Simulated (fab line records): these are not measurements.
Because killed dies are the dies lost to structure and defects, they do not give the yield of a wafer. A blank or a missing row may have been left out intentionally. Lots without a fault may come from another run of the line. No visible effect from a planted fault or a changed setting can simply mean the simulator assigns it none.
What tool caused it? -- flow sky130 -- 14 lots, 42 wafers sampled, at 5 steps of a route of 708

## WHAT THE GAUGES READ, wafer by wafer
SKY_LDD_P_OVL_MEAS_08. Usual: LDD_P_OVL gives 1.1 nm (standard deviation 1.2).
lot,measured,on,LDD_P_OVL (nm),flag
L646,day 19 11:24,overlay-01,1.8 1.3 2.3,
L645,day 19 14:11,overlay-01,2.0 2.1 2.9,
L647,day 19 18:34,overlay-02,1.7 0.7 1.4,
L648,day 19 21:41,overlay-02,0.0 -1.0 -1.2,
L649,day 20 04:14,overlay-01,-0.4 1.7 2.0,
L650,day 20 16:34,overlay-01,1.9 -0.1 0.3,
L652,day 21 22:09,overlay-01,1.5 2.5 2.1,
L653,day 22 10:02,overlay-02,1.8 1.7 1.4,
L656,day 23 11:19,overlay-01,1.5 1.9 3.2,
L659,day 24 10:32,overlay-02,-0.6 0.0 0.8,
L660,day 24 13:35,overlay-02,1.9 1.7 1.0,
L661,day 24 23:41,overlay-01,1.6 2.6 1.8,
L662,day 25 05:08,overlay-01,-0.6 1.3 0.3,
L667,day 26 23:24,overlay-01,0.5 -1.1 1.4,

SKY_LDD_LDN_OVL_MEAS_07. Usual: LDD_LDN_OVL gives -0.1 nm (standard deviation 1.2).
lot,measured,on,LDD_LDN_OVL (nm),flag
L646,day 23 07:38,overlay-02,0.9 -0.6 -0.2,
L645,day 23 10:07,overlay-01,0.4 -0.5 -2.1,
L647,day 23 14:47,overlay-02,-1.1 -1.2 -0.6,
L648,day 23 17:23,overlay-01,-1.4 0.4 0.3,
L649,day 23 23:33,overlay-01,0.0 -0.1 -0.5,
L650,day 24 12:53,overlay-01,0.1 0.5 1.3,
L652,day 25 15:54,overlay-01,1.1 0.7 1.3,
L653,day 26 04:31,overlay-01,-0.4 -0.1 0.1,
L656,day 27 05:14,overlay-02,-0.1 1.3 0.3,
L659,day 28 03:17,overlay-02,1.0 -0.2 0.1,
L660,day 28 06:57,overlay-02,-0.7 -1.3 -1.8,
L661,day 28 15:59,overlay-02,0.6 1.2 1.2,
L662,day 28 23:23,overlay-01,1.0 0.8 1.3,
L667,day 30 16:12,overlay-01,0.7 1.3 0.2,

SKY_SD_N_OVL_MEAS_08. Usual: SD_N_OVL gives 0.9 nm (standard deviation 1.3).
lot,measured,on,SD_N_OVL (nm),flag
L646,day 28 10:06,overlay-02,2.9 1.4 2.5,
L645,day 28 13:10,overlay-02,0.4 0.3 -1.2,
L647,day 28 18:03,overlay-01,2.6 2.7 2.3,
L648,day 28 18:58,overlay-02,1.0 3.7 1.4,
L649,day 29 01:25,overlay-01,2.9 1.8 2.6,
L650,day 29 14:37,overlay-02,-1.0 -1.0 0.7,
L652,day 30 14:31,overlay-01,1.5 1.4 1.0,
L653,day 31 03:05,overlay-02,2.5 -1.1 1.8,
L656,day 32 02:43,overlay-01,2.3 1.7 1.4,
L659,day 33 01:31,overlay-02,-140.3 -141.1 -141.1 -141.3 -142.0 -142.2,OFF
L660,day 33 03:14,overlay-01,0.5 -0.5 0.0,
L661,day 33 14:46,overlay-02,-140.7 -141.5 -140.9 -141.9 -142.4 -142.2,OFF
L662,day 33 20:00,overlay-01,1.6 2.3 0.5,
L667,day 35 08:37,overlay-01,0.8 -1.6 -0.1,

SKY_LI_CONTACT_BOW_MEAS_03. Usual: LI_CONTACT_BOW gives 56 um (standard deviation 6.5).
lot,measured,on,LI_CONTACT_BOW (um),flag
L646,day 28 11:41,film_metro-03,60 58 64,
L645,day 28 14:45,film_metro-03,50 54 58,
L647,day 28 19:37,film_metro-01,62 59 65,
L648,day 28 20:32,film_metro-02,46 55 63,
L649,day 29 03:01,film_metro-03,56 69 56,
L650,day 29 16:26,film_metro-01,50 51 60,
L652,day 30 16:05,film_metro-03,62 59 62,
L653,day 31 04:41,film_metro-01,47 63 47,
L656,day 32 04:20,film_metro-02,62 42 52,
L660,day 33 04:49,film_metro-01,52 63 53,
L662,day 33 21:40,film_metro-02,70 60 63,
L667,day 35 10:10,film_metro-01,56 62 68,

## EACH LOT AND THE TOOL THAT RAN IT (in order: tool; ch and the chambers of the sampled wafers; start)
lot,SKY_SD_N_EXPOSE_04
L646,"iline_stepper-02 ch 0, day 27 18:50"
L645,"iline_stepper-02 ch 0, day 27 21:40"
L647,"iline_stepper-01 ch 0, day 28 03:36"
L648,"iline_stepper-01 ch 0, day 28 05:00"
L649,"iline_stepper-02 ch 0, day 28 11:34"
L650,"iline_stepper-02 ch 0, day 28 23:23"
L652,"iline_stepper-02 ch 0, day 29 23:52"
L653,"iline_stepper-01 ch 0, day 30 12:58"
L656,"iline_stepper-02 ch 0, day 31 12:01"
L659,"iline_stepper-02 ch 0, day 32 11:46"
L660,"iline_stepper-01 ch 0, day 32 12:48"
L661,"iline_stepper-02 ch 0, day 33 01:28"
L662,"iline_stepper-01 ch 0, day 33 06:31"
L667,"iline_stepper-01 ch 0, day 34 19:40"
- SKY_SD_N_EXPOSE_04: exposes mask NSDM, target cd 380 nm.

## WHAT THE TOOLS THEMSELVES READ (means of the sampled wafers that have a number; where no wafer has one, the mark that the record gives instead)
The record holds no such reading with a usual standard deviation.

## THE ANSWER, worked out from the rows above alone
Rule: take the mean of a lot's wafers that have a number; if it is more than 3 standard deviations from the usual mean, the lot is off. Also off: a lot with no number at a reading for which 4 or more lots have one. All remaining lots with rows at the step are treated as sound. After the gauges, taken in route order, come the tools' own readings; for these a lot's mean is taken, as printed above. The first step at which some lot is off is used, and at that step the reading that is off furthest; a lot without a number counts as furthest.
Off: at SKY_SD_N_OVL_MEAS_08 (SD_N_OVL), L659, L661.
A tool fits if, at a process step before that reading, it ran every lot that is off, and no sound lot after the first of them. Those tools and the gauges at SKY_SD_N_OVL_MEAS_08 are tried in the same way. This does not decide it: 2 tools fit, namely iline_stepper-02 at SKY_SD_N_EXPOSE_04 and overlay-02 at SKY_SD_N_OVL_MEAS_08.

## WHAT THE SIMULATOR HAD INSERTED
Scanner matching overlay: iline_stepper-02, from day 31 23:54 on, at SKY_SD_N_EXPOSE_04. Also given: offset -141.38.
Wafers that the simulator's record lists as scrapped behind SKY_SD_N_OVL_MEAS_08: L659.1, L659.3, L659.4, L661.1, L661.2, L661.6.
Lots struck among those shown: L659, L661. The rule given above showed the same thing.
